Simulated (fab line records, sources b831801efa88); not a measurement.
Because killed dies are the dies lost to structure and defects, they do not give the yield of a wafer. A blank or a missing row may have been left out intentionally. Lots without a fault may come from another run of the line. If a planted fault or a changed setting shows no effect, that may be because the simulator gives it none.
fab line records    flow sky130
record lots=11  wafers=33  last_day=51
route steps=708 shown CONTACT@409 METAL1@437 VIA1@467 PAD_OPEN@708
lots with no fault: from the same line, run without faults
start_h: hours from the record's opening day to when the first of the lot's shown wafers began    wait_h: hours since the lot's step before    " repeats the value in the row above    L1.1+2: several wafers, shown together as one row    - value missing, or start not given    * or withheld: withheld    < > ~ a bound
route shown NAME@n: NAME is a module with steps in the file, n the number in the route of the first one    usual: mean/standard deviation of fault-free wafers    same: alike in all rows    chamber/n: place in a boat    sites: per-site readings    _std_site: standard deviation of those values    _edge_site: outer sites' mean less inner sites'    radius_mm: for every site, how far away it sits from the centre of the wafer    mask NAME#n: copy n    behind: the most recent tool/chamber to have shaped the wafer    hold: what put the lot on hold/how long, in hours/how the hold closed    device: whichever transistor did not switch (one of n, p or np)    end of line: the same wafers' tests at the end of the route    step lacking rows: just its recipe    killed: the dies lost at the first sort to structure and to defects; this is not the yield of the wafer    map: a wafer's dies, x killed, . not, _ none there
set.NAME: the setting the step ran with; set.NAME@STEP: the setting that earlier step ran with    model.NAME: the simulator's own value behind a step, which no gauge read
route steps across a sampled set of lots; one table per step, one row per wafer
services: from which hour (start_h, from the record's first day; less than 0 if before it) a tool's chamber was out of use, for how many hours, and why
## steps
# step SKY_CONTACT_THK_MEAS_03
# recipe reads=SiO2_of_CONTACT_HDPCVD_02
# usual CONTACT_HDPCVD_THK=565/5.5
lot.wafer  tool           chamber  start_h  wait_h  CONTACT_HDPCVD_THK[nm]
L607.1     film_metro-04  -        744.30   0.0     557
L607.5     "              -        "        "       567
L607.6     "              -        "        "       559
L608.3     film_metro-04  -        751.68   0.1     563
L608.5     "              -        "        "       571
L608.6     "              -        "        "       561
L609.1     film_metro-02  -        761.01   0.0     565
L609.4     "              -        "        "       568
L609.5     "              -        "        "       556
L611.1     film_metro-02  -        770.43   0.0     569
L611.3     "              -        "        "       573
L611.4     "              -        "        "       571
L613.1     film_metro-04  -        785.27   0.0     563
L613.2     "              -        "        "       560
L613.3     "              -        "        "       559
L615.3     film_metro-04  -        809.67   0.1     571
L615.4     "              -        "        "       563
L615.5     "              -        "        "       563
L616.4     film_metro-04  -        814.48   0.0     566
L616.5     "              -        "        "       568
L616.6     "              -        "        "       557
L617.3     film_metro-04  -        822.31   0.1     566
L617.5     "              -        "        "       564
L617.6     "              -        "        "       571
L618.2     film_metro-02  -        832.76   0.0     570
L618.3     "              -        "        "       570
L618.5     "              -        "        "       568
L620.1     film_metro-03  -        843.28   0.0     568
L620.2     "              -        "        "       567
L620.4     "              -        "        "       566
L627.4     film_metro-04  -        889.51   0.0     560
L627.5     "              -        "        "       565
L627.6     "              -        "        "       560
# step SKY_CONTACT_SPUTTER_23
# recipe material=TiN  target_thk_nm=20  chamber_pressure_pa=5  power_w=4000  time_s=80
# usual chamber_pressure_pa=5.000/0.0099  throttle_valve_pct=29.8/1.5
lot.wafer  tool            chamber  start_h  wait_h  chamber_pressure_pa  throttle_valve_pct
L607.1     pvd_sputter-02  -        774.23   0.0     5.019                32.9
L607.5     "               -        "        "       5.007                27.0
L607.6     "               -        "        "       5.000                29.1
L608.3     pvd_sputter-03  -        781.40   0.0     5.002                29.7
L608.5     "               -        "        "       4.986                29.6
L608.6     "               -        "        "       4.991                29.7
L609.1     pvd_sputter-03  -        789.97   0.0     5.013                31.7
L609.4     "               -        "        "       5.000                29.5
L609.5     "               -        "        "       5.011                29.6
L611.1     pvd_sputter-02  -        799.55   0.0     5.018                28.3
L611.3     "               -        "        "       5.017                27.1
L611.4     "               -        "        "       4.993                29.1
L613.1     pvd_sputter-03  -        813.38   0.0     4.993                31.5
L613.2     "               -        "        "       4.985                29.6
L613.3     "               -        "        "       5.016                28.2
L615.3     pvd_sputter-03  -        837.08   0.0     4.983                29.4
L615.4     "               -        "        "       4.985                29.8
L615.5     "               -        "        "       4.981                29.6
L616.4     pvd_sputter-04  -        843.37   0.0     4.991                31.5
L616.5     "               -        "        "       4.991                31.5
L616.6     "               -        "        "       4.989                30.6
L617.3     pvd_sputter-03  -        850.04   0.0     5.004                31.7
L617.5     "               -        "        "       4.989                29.4
L617.6     "               -        "        "       5.012                29.2
L618.2     pvd_sputter-02  -        860.01   0.0     5.007                33.0
L618.3     "               -        "        "       5.003                28.9
L618.5     "               -        "        "       5.000                33.0
L620.1     pvd_sputter-04  -        871.44   0.0     5.003                28.7
L620.2     "               -        "        "       4.994                30.8
L620.4     "               -        "        "       4.978                30.4
L627.4     pvd_sputter-03  -        917.13   0.0     5.014                29.3
L627.5     "               -        "        "       5.002                29.5
L627.6     "               -        "        "       4.984                29.5
# step SKY_METAL1_SPUTTER_03
# recipe material=Ti  target_thk_nm=5  power_w=3000  time_s=3.3  chamber_pressure_pa=0.4
# usual chamber_pressure_pa=0.4000/0.00086  throttle_valve_pct=30.0/1.1
lot.wafer  tool            chamber  start_h  wait_h  chamber_pressure_pa  throttle_valve_pct
L607.1     pvd_sputter-03  -        774.96   0.0     0.4001               29.5
L607.5     "               -        "        "       0.4000               29.7
L607.6     "               -        "        "       0.4014               29.7
L608.3     pvd_sputter-01  -        782.16   0.0     0.4007               28.1
L608.5     "               -        "        "       0.4001               30.6
L608.6     "               -        "        "       0.3997               28.1
L609.1     pvd_sputter-01  -        790.69   0.0     0.3996               30.6
L609.4     "               -        "        "       0.4006               28.2
L609.5     "               -        "        "       0.3993               30.5
L611.1     pvd_sputter-04  -        800.27   0.0     0.4001               28.7
L611.3     "               -        "        "       0.3999               30.4
L611.4     "               -        "        "       0.3996               30.6
L613.1     pvd_sputter-04  -        814.10   0.0     0.3993               31.6
L613.2     "               -        "        "       0.4004               30.6
L613.3     "               -        "        "       0.3997               28.8
L615.3     pvd_sputter-04  -        837.80   0.0     0.3991               30.7
L615.4     "               -        "        "       0.4009               31.4
L615.5     "               -        "        "       0.3995               31.4
L616.4     pvd_sputter-03  -        844.09   0.0     0.4002               29.8
L616.5     "               -        "        "       0.4015               29.8
L616.6     "               -        "        "       0.4011               31.6
L617.3     pvd_sputter-04  -        850.76   0.0     0.4008               30.7
L617.5     "               -        "        "       0.3995               30.6
L617.6     "               -        "        "       0.4000               30.7
L618.2     pvd_sputter-01  -        860.86   0.0     0.4000               30.0
L618.3     "               -        "        "       0.4004               30.8
L618.5     "               -        "        "       0.3986               28.3
L620.1     pvd_sputter-01  -        872.16   0.0     0.3996               30.7
L620.2     "               -        "        "       0.3991               30.7
L620.4     "               -        "        "       0.3998               28.3
L627.4     pvd_sputter-01  -        917.86   0.0     0.3998               30.1
L627.5     "               -        "        "       0.4001               28.3
L627.6     "               -        "        "       0.4005               30.2
# step SKY_VIA1_EXPOSE_09
# recipe mask_id=VIM  na=0.8  source_shape=annular  sigma_inner=0.55  sigma_outer=0.85  target_cd_nm=150  dose_mj=38
# usual exposure_dose_mJ_cm2=37.90/0.051
lot.wafer  tool            chamber  start_h  wait_h  mask   exposure_dose_mJ_cm2
L607.1     krf_scanner-02  0        817.64   -       VIM#0  38.02
L607.5     "               0        "        "       VIM#0  38.03
L607.6     "               0        "        "       VIM#0  38.00
L608.3     krf_scanner-01  0        824.72   -       VIM#0  37.93
L608.5     "               0        "        "       VIM#0  37.94
L608.6     "               0        "        "       VIM#0  37.96
L609.1     krf_scanner-02  0        832.69   -       VIM#0  37.86
L609.4     "               0        "        "       VIM#0  37.95
L609.5     "               0        "        "       VIM#0  37.87
L611.1     krf_scanner-01  0        841.39   -       VIM#0  37.87
L611.3     "               0        "        "       VIM#0  37.87
L611.4     "               0        "        "       VIM#0  37.89
L613.1     krf_scanner-02  0        855.36   -       VIM#0  38.02
L613.2     "               0        "        "       VIM#0  37.97
L613.3     "               0        "        "       VIM#0  37.99
L615.3     krf_scanner-01  0        879.58   -       VIM#0  37.93
L615.4     "               0        "        "       VIM#0  37.93
L615.5     "               0        "        "       VIM#0  37.90
L616.4     krf_scanner-02  0        885.57   -       VIM#0  37.84
L616.5     "               0        "        "       VIM#0  37.84
L616.6     "               0        "        "       VIM#0  37.84
L617.3     krf_scanner-01  0        891.43   -       VIM#0  37.90
L617.5     "               0        "        "       VIM#0  37.94
L617.6     "               0        "        "       VIM#0  37.87
L618.2     krf_scanner-01  0        902.73   -       VIM#0  37.96
L618.3     "               0        "        "       VIM#0  37.93
L618.5     "               0        "        "       VIM#0  37.93
L620.1     krf_scanner-01  0        913.12   -       VIM#0  37.86
L620.2     "               0        "        "       VIM#0  37.91
L620.4     "               0        "        "       VIM#0  37.88
L627.4     krf_scanner-02  0        957.95   -       VIM#0  37.87
L627.5     "               0        "        "       VIM#0  37.89
L627.6     "               0        "        "       VIM#0  37.87
# step SKY_VIA1_CD_MEAS_12
# recipe target_cd_nm=150
# usual cd_nm=149.7/1.9
lot.wafer  tool       chamber  start_h  wait_h  cd_nm
L607.1     cd_sem-01  -        830.97   -       149.7
L607.5     "          -        "        "       149.4
L607.6     "          -        "        "       148.6
L608.3     cd_sem-02  -        837.83   -       152.6
L608.5     "          -        "        "       152.6
L608.6     "          -        "        "       150.7
L609.1     cd_sem-01  -        846.11   -       148.8
L609.4     "          -        "        "       147.6
L609.5     "          -        "        "       148.8
L611.1     cd_sem-02  -        854.59   -       148.8
L611.3     "          -        "        "       150.7
L611.4     "          -        "        "       149.8
L613.1     cd_sem-01  -        868.31   -       149.4
L613.2     "          -        "        "       148.8
L613.3     "          -        "        "       148.6
L615.3     cd_sem-02  -        892.13   -       150.8
L615.4     "          -        "        "       150.5
L615.5     "          -        "        "       151.3
L616.4     cd_sem-02  -        898.97   -       150.5
L616.5     "          -        "        "       151.9
L616.6     "          -        "        "       150.1
L617.3     cd_sem-01  -        904.86   -       151.1
L617.5     "          -        "        "       150.4
L617.6     "          -        "        "       151.7
L618.2     cd_sem-02  -        914.76   -       114.2
L618.3     "          -        "        "       150.1
L618.5     "          -        "        "       113.2
L620.1     cd_sem-02  -        925.91   -       148.7
L620.2     "          -        "        "       114.1
L620.4     "          -        "        "       148.0
L627.4     cd_sem-01  -        968.93   -       149.3
L627.5     "          -        "        "       150.1
L627.6     "          -        "        "       148.6
# step SKY_PAD_OPEN_PROBE_99
# usual defect_limited_yield=82.3/1.8  killed_at_M0_to_M3=43/6.9  killed_at_M4_up=3.2/1.6  killed_at_contacts=25/5.1  killed_at_front_end=16/4.5  killed_at_other=0.3/0.68  killed_dies=87/8.9  killed_on_rim=16/3.6  killed_open=48/6.9  killed_short=39/6.3  sort_bin_3_pad_short=0.8/0.4  sort_bin_5_function=10.5/1.4  sort_bin_6_memory=6.4/1.1  sort_n_pass=405/8.9  sort_yield_pct=82.3/1.8
# same gross_dies=492  killed_at_back_side=0  sort_bin_4_leakage[%]=0  sort_bin_8_speed[%]=0
lot.wafer  tool       chamber  start_h  wait_h  defect_limited_yield[%]  killed_at_M0_to_M3  killed_at_M4_up  killed_at_contacts  killed_at_front_end  killed_at_other  killed_dies  killed_on_rim  killed_open  killed_short  sort_bin_3_pad_short[%]  sort_bin_5_function[%]  sort_bin_6_memory[%]  sort_n_pass  sort_yield_pct[%]
L611.1     prober-02  -        1131.57  0.1     82.1                     40                  2                32                  14                   0                88           13             42           45            0.6                      10.4                    6.9                   404          82.1
L611.3     prober-02  -        1131.67  0.2     86.0                     26                  3                28                  11                   1                69           11             35           33            0.2                      7.5                     6.3                   423          86.0
L611.4     prober-02  -        1131.72  0.2     77.6                     63                  4                27                  16                   0                110          18             68           41            1.0                      14.6                    6.7                   382          77.6
L615.3     prober-02  -        1159.24  0.2     81.7                     40                  4                28                  18                   0                90           18             54           36            0.4                      10.4                    7.5                   402          81.7
L615.4     prober-02  -        1159.29  0.2     85.6                     35                  2                21                  12                   1                71           15             40           30            0.8                      8.9                     4.7                   421          85.6
L615.5     prober-02  -        1159.34  0.2     82.3                     43                  4                26                  14                   0                87           14             44           43            0.8                      10.6                    6.3                   405          82.3
L616.4     prober-01  -        1164.98  0.2     84.1                     36                  3                27                  12                   0                78           25             44           34            0.8                      9.3                     5.7                   414          84.1
L616.5     prober-01  -        1165.03  0.2     84.8                     28                  4                28                  15                   0                75           20             41           34            0.2                      9.6                     5.5                   417          84.8
L616.6     prober-01  -        1165.08  0.2     84.1                     36                  3                26                  13                   0                78           17             48           30            0.2                      11.0                    4.7                   414          84.1
L617.3     prober-02  -        1170.59  0.2     80.9                     48                  5                24                  16                   1                94           19             44           49            1.6                      11.0                    6.5                   398          80.9
L617.5     prober-02  -        1170.69  0.2     79.5                     54                  2                23                  22                   0                101          17             56           45            0.8                      12.6                    7.1                   391          79.5
L617.6     prober-02  -        1170.74  0.2     83.1                     51                  5                13                  14                   0                83           18             35           48            1.0                      9.6                     6.3                   409          83.1
L618.2     prober-01  -        1177.89  0.1     2.2                      431                 4                23                  22                   1                481          96             50           47            1.2                      90.4                    6.1                   11           2.2
L618.3     prober-01  -        1177.94  0.2     83.3                     40                  3                26                  13                   0                82           16             43           39            0                        9.6                     7.1                   410          83.3
L618.5     prober-01  -        1178.04  0.2     1.6                      438                 6                23                  16                   1                484          95             56           42            0.8                      89.0                    8.5                   8            1.6
L620.1     prober-01  -        1184.73  0.1     79.5                     50                  6                29                  16                   0                101          17             61           40            1.6                      12.2                    6.7                   391          79.5
L620.2     prober-01  -        1184.78  0.1     3.7                      416                 2                35                  21                   0                474          93             56           54            1.0                      87.8                    7.5                   18           3.7
L620.4     prober-01  -        1184.88  0.2     81.5                     43                  3                32                  12                   1                91           17             48           43            0.4                      11.0                    7.1                   401          81.5
# killed by level:class
L611.1 LI_CONTACT:geometric_particle:open=9 CONTACT:geometric_particle:open=9 METAL1:geometric_particle:short=6 VIA1:geometric_particle:short=6 VIA1:geometric_particle:open=6 CONTACT:geometric_particle:short=5 VIA3:geometric_particle:open=5 POLY_GATE:geometric_particle:short=4
L611.3 VIA1:geometric_particle:open=9 LI_CONTACT:geometric_particle:open=8 LOCAL_INTERCONNECT:geometric_particle:short=7 POLY_GATE:geometric_particle:short=6 CONTACT:geometric_particle:open=6 CONTACT:geometric_particle:short=6 VIA3:geometric_particle:open=5 FIELD_ISO:geometric_particle:open=3
L611.4 VIA3:geometric_particle:open=13 VIA1:geometric_particle:open=12 CONTACT:geometric_particle:open=11 METAL1:geometric_particle:short=8 LI_CONTACT:geometric_particle:open=7 VIA2:geometric_particle:open=6 METAL2:geometric_particle:short=5 POLY_GATE:geometric_particle:open=4
L615.3 VIA1:geometric_particle:open=18 LI_CONTACT:geometric_particle:open=10 FIELD_ISO:geometric_particle:short=8 CONTACT:geometric_particle:open=7 VIA3:geometric_particle:open=7 CONTACT:geometric_particle:short=6 METAL2:geometric_particle:short=4 FIELD_ISO:geometric_particle:open=3
L615.4 VIA1:geometric_particle:open=12 CONTACT:geometric_particle:open=8 VIA3:geometric_particle:open=7 METAL1:geometric_particle:short=6 VIA1:geometric_particle:short=5 LI_CONTACT:geometric_particle:open=4 LI_CONTACT:geometric_particle:short=3 LOCAL_INTERCONNECT:geometric_particle:short=3
L615.5 CONTACT:geometric_particle:open=11 VIA1:geometric_particle:open=10 VIA1:geometric_particle:short=8 METAL2:geometric_particle:short=8 LI_CONTACT:geometric_particle:open=7 POLY_GATE:geometric_particle:short=4 CONTACT:geometric_particle:short=4 POLY_GATE:geometric_particle:open=3
L616.4 CONTACT:geometric_particle:open=10 VIA1:geometric_particle:open=10 METAL2:geometric_particle:short=6 VIA2:geometric_particle:open=5 CONTACT:geometric_particle:short=5 POLY_GATE:geometric_particle:short=4 LI_CONTACT:geometric_particle:short=4 FIELD_ISO:geometric_particle:open=3
L616.5 CONTACT:geometric_particle:open=13 LI_CONTACT:geometric_particle:short=5 VIA1:geometric_particle:open=5 VIA1:geometric_particle:short=5 VIA2:geometric_particle:open=5 POLY_GATE:geometric_particle:short=4 VIA3:geometric_particle:open=4 LI_CONTACT:geometric_particle:open=4
L616.6 VIA1:geometric_particle:open=13 CONTACT:geometric_particle:open=11 VIA2:geometric_particle:open=7 CONTACT:geometric_particle:short=6 LOCAL_INTERCONNECT:geometric_particle:short=5 FIELD_ISO:geometric_particle:short=4 METAL1:geometric_particle:short=4 VIA3:geometric_particle:open=4
L617.3 VIA1:geometric_particle:open=12 METAL1:geometric_particle:short=10 CONTACT:geometric_particle:open=7 LI_CONTACT:geometric_particle:open=6 METAL2:geometric_particle:short=6 VIA3:geometric_particle:short=5 LOCAL_INTERCONNECT:geometric_particle:short=5 METAL4:geometric_particle:short=5
L617.5 VIA1:geometric_particle:open=14 CONTACT:geometric_particle:open=11 POLY_GATE:geometric_particle:short=8 VIA3:geometric_particle:open=8 LI_CONTACT:geometric_particle:open=7 VIA1:geometric_particle:short=6 VIA2:geometric_particle:open=6 FIELD_ISO:geometric_particle:short=5
L617.6 METAL2:geometric_particle:short=13 VIA1:geometric_particle:open=12 LI_CONTACT:geometric_particle:open=6 METAL3:geometric_particle:short=6 POLY_GATE:geometric_particle:short=5 METAL1:geometric_particle:short=5 VIA1:geometric_particle:short=4 METAL4:geometric_particle:short=4
L618.2 VIA1:area_expose=384 VIA1:geometric_particle:open=15 VIA3:geometric_particle:open=8 FIELD_ISO:geometric_particle:short=7 CONTACT:geometric_particle:short=7 LI_CONTACT:geometric_particle:open=7 VIA3:geometric_particle:short=6 VIA1:geometric_particle:short=6
L618.3 CONTACT:geometric_particle:open=12 VIA1:geometric_particle:open=9 METAL1:geometric_particle:short=8 FIELD_ISO:geometric_particle:open=6 LI_CONTACT:geometric_particle:open=6 VIA1:geometric_particle:short=6 VIA3:geometric_particle:open=4 VIA3:geometric_particle:short=4
L618.5 VIA1:area_expose=385 VIA2:geometric_particle:open=10 CONTACT:geometric_particle:open=10 FIELD_ISO:geometric_particle:open=9 VIA1:geometric_particle:short=9 VIA1:geometric_particle:open=8 METAL1:geometric_particle:short=7 VIA3:geometric_particle:open=6
L620.1 CONTACT:geometric_particle:open=13 VIA1:geometric_particle:open=10 VIA2:geometric_particle:open=9 VIA3:geometric_particle:open=7 CONTACT:geometric_particle:short=6 VIA2:geometric_particle:short=6 LI_CONTACT:geometric_particle:open=5 POLY_GATE:geometric_particle:open=4
L620.2 VIA1:area_expose=364 VIA1:geometric_particle:open=14 CONTACT:geometric_particle:short=11 CONTACT:geometric_particle:open=10 LI_CONTACT:geometric_particle:open=7 METAL1:geometric_particle:short=6 VIA2:geometric_particle:open=6 VIA2:geometric_particle:short=4
L620.4 VIA1:geometric_particle:open=13 CONTACT:geometric_particle:open=12 LI_CONTACT:geometric_particle:open=7 LOCAL_INTERCONNECT:geometric_particle:short=7 VIA1:geometric_particle:short=7 VIA2:geometric_particle:open=6 CONTACT:geometric_particle:short=5 VIA3:geometric_particle:open=5
## services
tool            chamber  start_h  hours  kind
krf_scanner-01  -        752.78   0.9    repair
krf_scanner-02  0        774.49   -      calibration
krf_scanner-01  -        788.62   0.8    pm
krf_scanner-02  -        793.92   1.0    pm
krf_scanner-01  -        811.86   1.0    pm
krf_scanner-01  -        825.40   0.8    pm
krf_scanner-01  -        828.92   0.7    repair
krf_scanner-01  -        848.07   4.4    pm
krf_scanner-01  -        855.33   2.2    repair
pvd_sputter-04  -        867.48   2.8    repair
krf_scanner-02  -        868.30   0.8    pm
krf_scanner-01  -        884.32   1.3    pm
krf_scanner-01  -        886.85   1.1    repair
krf_scanner-01  0        897.60   -      calibration
krf_scanner-02  -        903.78   1.3    pm
krf_scanner-01  -        916.85   4.0    pm
krf_scanner-02  0        938.04   -      calibration
krf_scanner-01  -        945.24   0.8    repair
## key
first_sign step=SKY_VIA1_CD_MEAS_12  reading=cd_nm  direction=down  sigmas=19  usual=149.7  struck=113.9
effect step=SKY_PAD_OPEN_PROBE_99  reading=sort_bin_5_function  direction=up  sigmas=56  usual=10.5  struck=89.1
more_kills_born_at SKY_VIA1_EXPOSE_09@krf_scanner-01=1133
met_at SKY_VIA1_EXPOSE_09
struck_lots L618,L620
struck_wafers L618.2,L618.5,L620.2
later_rows_left_out L618.2,L618.5,L620.2
not_acting_at SKY_CONTACT_THK_MEAS_03,SKY_CONTACT_SPUTTER_23,SKY_METAL1_SPUTTER_03
onset_between 891.43 902.73
fault kind=process_parameter_drift  tool=krf_scanner-01  chamber=-  onset_h=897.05  steps=SKY_VIA1_EXPOSE_09  channel=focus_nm  offset=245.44  shape=step  end_h=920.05  scope=struck_wafers_only
# later_rows_left_out: the simulator's readings of these wafers behind a module that went badly wrong aren't trusted and aren't shown, but for the sort
